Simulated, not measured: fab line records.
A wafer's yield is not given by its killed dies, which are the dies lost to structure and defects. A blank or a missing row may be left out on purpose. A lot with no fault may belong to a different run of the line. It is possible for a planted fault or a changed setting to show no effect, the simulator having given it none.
A single fault, viewed from 2 desks || flow sky130 || each desk has only its own numbers; what lay behind them comes last

== METROLOGY DESK ==
Means of the sampled wafers that have a number, per lot and without regard to the tool the lot ran on: this is what the gauges read. The brackets show how far a lot's mean lies from the usual mean; more than 4 standard deviations puts the lot out of limits, marked OUT.
Columns: A = METAL4_OVL at SKY_METAL4_OVL_MEAS_14, usual -3 nm; B = VIA4_OVL at SKY_VIA4_OVL_MEAS_11, usual -0.4 nm
{"lot": "L839", "first seen here": "day 41 14:20", "A": -5, "B": 1.6}
{"lot": "L840", "first seen here": "day 42 01:58", "A": -6, "B": -1.0}
{"lot": "L842", "first seen here": "day 42 21:41", "A": -7, "B": 0.9}
{"lot": "L843", "first seen here": "day 43 02:54", "A": -0, "B": -0.9}
{"lot": "L844", "first seen here": "day 43 06:35", "A": 4, "B": 1.5}
{"lot": "L846", "first seen here": "day 43 21:56", "A": -4, "B": -1.0}
{"lot": "L847", "first seen here": "day 43 22:53", "A": 2, "B": 1.1}
{"lot": "L848", "first seen here": "day 44 08:22", "A": -7, "B": -0.6}
{"lot": "L852", "first seen here": "day 45 10:57", "A": -3, "B": 1.2}
{"lot": "L855", "first seen here": "day 46 13:41", "A": 0, "B": 0.3}
{"lot": "L859", "first seen here": "day 47 07:21", "A": 2, "B": -1.3}
{"lot": "L860", "first seen here": "day 47 12:48", "A": -9, "B": 0.8}
{"lot": "L861", "first seen here": "day 47 14:38", "A": -4, "B": 0.2}
Finding of this desk: none of the 13 lots has anything out of limits.

== THE TOOL OWNER'S DESK: rieDiel-03 ==
The tool's own readings at SKY_CONTACT_ETCH_16 (etches BARC in N2/H2, stops on SiO2, time 45.9 s, target depth 60 nm): means of the sampled wafers that have a number, for each lot that ran on this tool. The brackets show how far a lot's mean lies from the usual mean; more than 4 standard deviations puts the lot out of limits, marked OUT.
Columns: A = drypumpMotorCurrentA at SKY_CONTACT_ETCH_16, usual 5.7 A; B = oesProductAu at SKY_CONTACT_ETCH_16, usual 0.854 a.u.; C = throttleValvePct at SKY_CONTACT_ETCH_16, usual 13.225 %
{"lot": "L840", "first seen here": "day 31 20:33", "A": 5.7, "B": 0.855, "C": 13.225}
{"lot": "L848", "first seen here": "day 34 12:44", "A": 5.3, "B": 0.856, "C": 13.229}
{"lot": "L855", "first seen here": "day 37 07:17", "A": 4.9, "B": 0.855, "C": 13.231}
{"lot": "L861", "first seen here": "day 38 14:15", "A": 5.6, "B": 0.851, "C": 13.226}
Finding of this desk: none of the 4 lots has anything out of limits.

== TAKEN TOGETHER ==
The metrology desk saw nothing out of limits.
The tool owner's desk saw nothing out of limits.

== WHAT WAS PUT IN BY THE SIMULATOR ==
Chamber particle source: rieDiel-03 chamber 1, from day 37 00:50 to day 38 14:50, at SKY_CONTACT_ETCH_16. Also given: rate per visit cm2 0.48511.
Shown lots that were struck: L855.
